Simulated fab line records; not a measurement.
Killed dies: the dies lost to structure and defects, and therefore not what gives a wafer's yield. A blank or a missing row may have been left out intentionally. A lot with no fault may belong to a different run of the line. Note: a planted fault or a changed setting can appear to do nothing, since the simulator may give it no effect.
Which tool did it? / flow gf180mcu / 36 wafers from 12 lots sampled at 7 of the route's 602 steps

== WHAT THE GAUGES READ, wafer by wafer ==
GF_VT_IMPLANT_OVL_MEAS_07.
lot=L226; measured=day 5 21:25; on=overlay-02; VT_IMPLANT_OVL (nm)=-4.3 -4.0 -3.3
lot=L232; measured=day 7 09:26; on=overlay-01; VT_IMPLANT_OVL (nm)=0.9 1.1 1.3
lot=L233; measured=day 7 15:29; on=overlay-02; VT_IMPLANT_OVL (nm)=2.8 0.6 2.2
lot=L234; measured=day 7 20:39; on=overlay-01; VT_IMPLANT_OVL (nm)=1.0 0.6 -0.1
lot=L239; measured=day 9 03:01; on=overlay-01; VT_IMPLANT_OVL (nm)=- - -
lot=L240; measured=day 9 10:00; on=overlay-01; VT_IMPLANT_OVL (nm)=- - -
lot=L241; measured=day 9 17:56; on=overlay-01; VT_IMPLANT_OVL (nm)=- - -
lot=L244; measured=day 10 13:59; on=overlay-02; VT_IMPLANT_OVL (nm)=-0.2 0.6 0.8
lot=L245; measured=day 10 17:44; on=overlay-02; VT_IMPLANT_OVL (nm)=-0.3 1.4 0.6
lot=L246; measured=day 10 23:06; on=overlay-01; VT_IMPLANT_OVL (nm)=-2.8 -2.3 -2.8
lot=L247; measured=day 11 06:53; on=overlay-02; VT_IMPLANT_OVL (nm)=-1.0 -2.2 -1.4
lot=L248; measured=day 11 14:20; on=overlay-01; VT_IMPLANT_OVL (nm)=-1.9 -0.8 -1.7

GF_VT_IMPLANT_TW_MEAS_21.
lot=L226; measured=day 6 12:36; on=film metro-01; VT_IMPLANT_2_TW=1193 1202 1194
lot=L232; measured=day 8 01:28; on=film metro-01; VT_IMPLANT_2_TW=1201 1206 1207
lot=L233; measured=day 8 07:50; on=film metro-03; VT_IMPLANT_2_TW=1203 1214 1210
lot=L234; measured=day 8 13:35; on=film metro-01; VT_IMPLANT_2_TW=1202 1205 1209
lot=L239; measured=day 9 20:20; on=film metro-03; VT_IMPLANT_2_TW=1243 1239 1235
lot=L240; measured=day 10 04:03; on=film metro-04; VT_IMPLANT_2_TW=1257 1248 1248 1248 1258 1246
lot=L241; measured=day 10 12:22; on=film metro-03; VT_IMPLANT_2_TW=1227 1233 1229
lot=L244; measured=day 11 08:41; on=film metro-01; VT_IMPLANT_2_TW=1208 1205 1209
lot=L245; measured=day 11 12:32; on=film metro-04; VT_IMPLANT_2_TW=1220 1221 1223
lot=L246; measured=day 11 18:26; on=film metro-03; VT_IMPLANT_2_TW=1197 1195 1202
lot=L247; measured=day 12 01:20; on=film metro-03; VT_IMPLANT_2_TW=1198 1200 1204
lot=L248; measured=day 12 09:56; on=film metro-01; VT_IMPLANT_2_TW=1198 1199 1195

GF_VT_IMPLANT_TW_MEAS_32.
lot=L226; measured=day 7 03:39; on=film metro-04; VT_IMPLANT_3_TW=269.2 268.7 269.6
lot=L232; measured=day 8 17:50; on=film metro-01; VT_IMPLANT_3_TW=264.9 264.4 266.0
lot=L233; measured=day 9 00:23; on=film metro-03; VT_IMPLANT_3_TW=265.7 265.2 265.7
lot=L234; measured=day 9 06:14; on=film metro-01; VT_IMPLANT_3_TW=265.2 266.2 265.8
lot=L239; measured=day 10 14:27; on=film metro-03; VT_IMPLANT_3_TW=570.3 569.0 567.9 571.3 568.7 571.6
lot=L240; measured=day 10 22:41; on=film metro-04; VT_IMPLANT_3_TW=580.0 580.2 581.3 581.0 579.8 579.8
lot=L241; measured=day 11 07:14; on=film metro-04; VT_IMPLANT_3_TW=585.0 582.6 583.7 581.0 582.3 580.5
lot=L244; measured=day 12 03:47; on=film metro-03; VT_IMPLANT_3_TW=266.9 265.8 267.1
lot=L245; measured=day 12 07:43; on=film metro-03; VT_IMPLANT_3_TW=265.6 264.5 264.6
lot=L246; measured=day 12 14:09; on=film metro-01; VT_IMPLANT_3_TW=265.1 265.6 266.1
lot=L247; measured=day 12 21:23; on=film metro-03; VT_IMPLANT_3_TW=265.5 266.6 265.9
lot=L248; measured=day 13 06:38; on=film metro-04; VT_IMPLANT_3_TW=270.5 269.0 270.7

GF_M1_OVL_MEAS_15.
lot=L226; measured=day 17 09:23; on=overlay-02; M1_OVL (nm)=-1 -3 -3
lot=L232; measured=day 19 15:54; on=overlay-02; M1_OVL (nm)=-1 0 -6
lot=L233; measured=day 20 04:16; on=overlay-02; M1_OVL (nm)=1 7 1
lot=L234; measured=day 20 11:40; on=overlay-02; M1_OVL (nm)=-4 2 -2
lot=L244; measured=day 24 00:33; on=overlay-01; M1_OVL (nm)=-6 -1 -4
lot=L245; measured=day 24 03:43; on=overlay-02; M1_OVL (nm)=-9 -6 -6
lot=L246; measured=day 24 12:22; on=overlay-01; M1_OVL (nm)=6 5 2
lot=L247; measured=day 24 20:25; on=overlay-01; M1_OVL (nm)=-4 4 -1
lot=L248; measured=day 25 08:10; on=overlay-02; M1_OVL (nm)=-10 -10 -9

GF_M2_THK_MEAS_06: measures by xrf.
lot=L226; measured=day 18 11:58; on=film metro-04; M2_ALCU_THK (nm)=458 459 464
lot=L232; measured=day 20 19:47; on=film metro-03; M2_ALCU_THK (nm)=445 444 445
lot=L233; measured=day 21 08:07; on=film metro-03; M2_ALCU_THK (nm)=459 460 455
lot=L234; measured=day 21 15:00; on=film metro-02; M2_ALCU_THK (nm)=453 460 453
lot=L244; measured=day 25 00:43; on=film metro-03; M2_ALCU_THK (nm)=451 454 458
lot=L245; measured=day 25 05:14; on=film metro-03; M2_ALCU_THK (nm)=459 463 460
lot=L246; measured=day 25 13:43; on=film metro-04; M2_ALCU_THK (nm)=462 458 459
lot=L247; measured=day 25 20:54; on=film metro-04; M2_ALCU_THK (nm)=451 445 447
lot=L248; measured=day 26 09:46; on=film metro-02; M2_ALCU_THK (nm)=456 448 457

== WHAT TOOL EACH LOT RAN ON (gives the tool, then ch and the chambers of the sampled wafers, and finally the start) ==
lot=L226; GF_VT_IMPLANT_COAT_02=litho track-02 ch 0, day 5 14:32; GF_M1_METAL_ETCH_16=rie metal-01 ch 0,1, day 17 09:27
lot=L232; GF_VT_IMPLANT_COAT_02=litho track-02 ch 0, day 7 01:47; GF_M1_METAL_ETCH_16=rie metal-01 ch 0,1, day 19 15:56
lot=L233; GF_VT_IMPLANT_COAT_02=litho track-01 ch 0, day 7 07:53; GF_M1_METAL_ETCH_16=rie metal-04 ch 1, day 20 04:17
lot=L234; GF_VT_IMPLANT_COAT_02=litho track-04 ch 0, day 7 12:37; GF_M1_METAL_ETCH_16=rie metal-04 ch 0,1, day 20 11:41
lot=L239; GF_VT_IMPLANT_COAT_02=litho track-02, day 8 18:20; GF_M1_METAL_ETCH_16=-
lot=L240; GF_VT_IMPLANT_COAT_02=litho track-02, day 9 01:05; GF_M1_METAL_ETCH_16=-
lot=L241; GF_VT_IMPLANT_COAT_02=litho track-02, day 9 09:14; GF_M1_METAL_ETCH_16=-
lot=L244; GF_VT_IMPLANT_COAT_02=litho track-04 ch 0, day 10 04:29; GF_M1_METAL_ETCH_16=rie metal-04 ch 0,1, day 24 00:35
lot=L245; GF_VT_IMPLANT_COAT_02=litho track-04 ch 0, day 10 08:56; GF_M1_METAL_ETCH_16=rie metal-03 ch 0,1, day 24 03:44
lot=L246; GF_VT_IMPLANT_COAT_02=litho track-02 ch 0, day 10 13:35; GF_M1_METAL_ETCH_16=rie metal-04 ch 0,1, day 24 12:26
lot=L247; GF_VT_IMPLANT_COAT_02=litho track-04 ch 0, day 10 21:31; GF_M1_METAL_ETCH_16=rie metal-04 ch 0,1, day 24 20:26
lot=L248; GF_VT_IMPLANT_COAT_02=litho track-04 ch 0, day 11 05:02; GF_M1_METAL_ETCH_16=rie metal-04 ch 1, day 25 08:11
- GF_VT_IMPLANT_COAT_02: resist thk 1000 nm.
- GF_M1_METAL_ETCH_16: etches the open film in Cl2/BCl3, stops on SiO2, target depth 750.8 nm, time 125.1 s.

== WHAT THE TOOLS THEMSELVES READ (means of the sampled wafers that have a number; where no wafer has one, the mark that the record gives instead) ==
GF_VT_IMPLANT_COAT_02.
lot=L226; tool=litho track-02; chill plate temp C (C)=23.02; dispense pressure kPa (kPa)=49.9
lot=L232; tool=litho track-02; chill plate temp C (C)=23.06; dispense pressure kPa (kPa)=49.9
lot=L233; tool=litho track-01; chill plate temp C (C)=22.91; dispense pressure kPa (kPa)=47.1
lot=L234; tool=litho track-04; chill plate temp C (C)=23.06; dispense pressure kPa (kPa)=51.3
lot=L239; tool=litho track-02; chill plate temp C (C)=-; dispense pressure kPa (kPa)=-
lot=L240; tool=litho track-02; chill plate temp C (C)=-; dispense pressure kPa (kPa)=-
lot=L241; tool=litho track-02; chill plate temp C (C)=-; dispense pressure kPa (kPa)=-
lot=L244; tool=litho track-04; chill plate temp C (C)=22.96; dispense pressure kPa (kPa)=51.3
lot=L245; tool=litho track-04; chill plate temp C (C)=23.05; dispense pressure kPa (kPa)=51.3
lot=L246; tool=litho track-02; chill plate temp C (C)=23.02; dispense pressure kPa (kPa)=49.8
lot=L247; tool=litho track-04; chill plate temp C (C)=22.92; dispense pressure kPa (kPa)=51.3
lot=L248; tool=litho track-04; chill plate temp C (C)=22.95; dispense pressure kPa (kPa)=51.3

GF_M1_METAL_ETCH_16.
lot=L226; tool=rie metal-01; drypump motor current A (A)=5.2; oes product au (a.u.)=0.990; throttle valve pct (%)=28.237
lot=L232; tool=rie metal-01; drypump motor current A (A)=5.4; oes product au (a.u.)=0.988; throttle valve pct (%)=28.236
lot=L233; tool=rie metal-04; drypump motor current A (A)=5.0; oes product au (a.u.)=0.989; throttle valve pct (%)=28.233
lot=L234; tool=rie metal-04; drypump motor current A (A)=5.1; oes product au (a.u.)=0.987; throttle valve pct (%)=28.222
lot=L244; tool=rie metal-04; drypump motor current A (A)=5.1; oes product au (a.u.)=0.993; throttle valve pct (%)=28.227
lot=L245; tool=rie metal-03; drypump motor current A (A)=6.0; oes product au (a.u.)=0.991; throttle valve pct (%)=28.233
lot=L246; tool=rie metal-04; drypump motor current A (A)=5.1; oes product au (a.u.)=0.989; throttle valve pct (%)=28.236
lot=L247; tool=rie metal-04; drypump motor current A (A)=5.1; oes product au (a.u.)=1.000; throttle valve pct (%)=28.225
lot=L248; tool=rie metal-04; drypump motor current A (A)=5.0; oes product au (a.u.)=0.987; throttle valve pct (%)=28.225

== THE ANSWER, worked out from the rows above alone ==
Rule: usual is defined by the lots themselves. Put in order of their means at a reading, lots are off if they are a third of the lots or fewer, leave a main group of 4 or more, and stand apart from it by a gap of 3 or more times the standard deviation of the main group's means; of several such gaps the widest counts. The tables above print the reading to a certain number of digits; a main group whose means all agree to those digits is not used. Also off: a lot with no number at a reading for which 4 or more lots have one. All remaining lots with rows at the step are treated as sound. Order of review: gauges by route order, followed by the tools' own readings, for which a lot's mean as printed above is used. The first step at which some lot is off is used, and at that step the reading that is off furthest; a lot without a number counts as furthest.
Off: L239, L240, L241, seen at GF_VT_IMPLANT_OVL_MEAS_07 (VT_IMPLANT_OVL). Without a number there: L239, L240, L241. For the main group the mean is -0.6 nm and the standard deviation 1.8.
If a tool, at a process step before that reading, ran all the lots that are off and no sound lot after the first of them, it fits. Not tried: the gauges at GF_VT_IMPLANT_OVL_MEAS_07; whatever is off there is also off at GF_VT_IMPLANT_TW_MEAS_32, on other tools, and gauge error can't account for it. Not one of the candidates tried fits.

== WHAT THE SIMULATOR HAD PUT IN ==
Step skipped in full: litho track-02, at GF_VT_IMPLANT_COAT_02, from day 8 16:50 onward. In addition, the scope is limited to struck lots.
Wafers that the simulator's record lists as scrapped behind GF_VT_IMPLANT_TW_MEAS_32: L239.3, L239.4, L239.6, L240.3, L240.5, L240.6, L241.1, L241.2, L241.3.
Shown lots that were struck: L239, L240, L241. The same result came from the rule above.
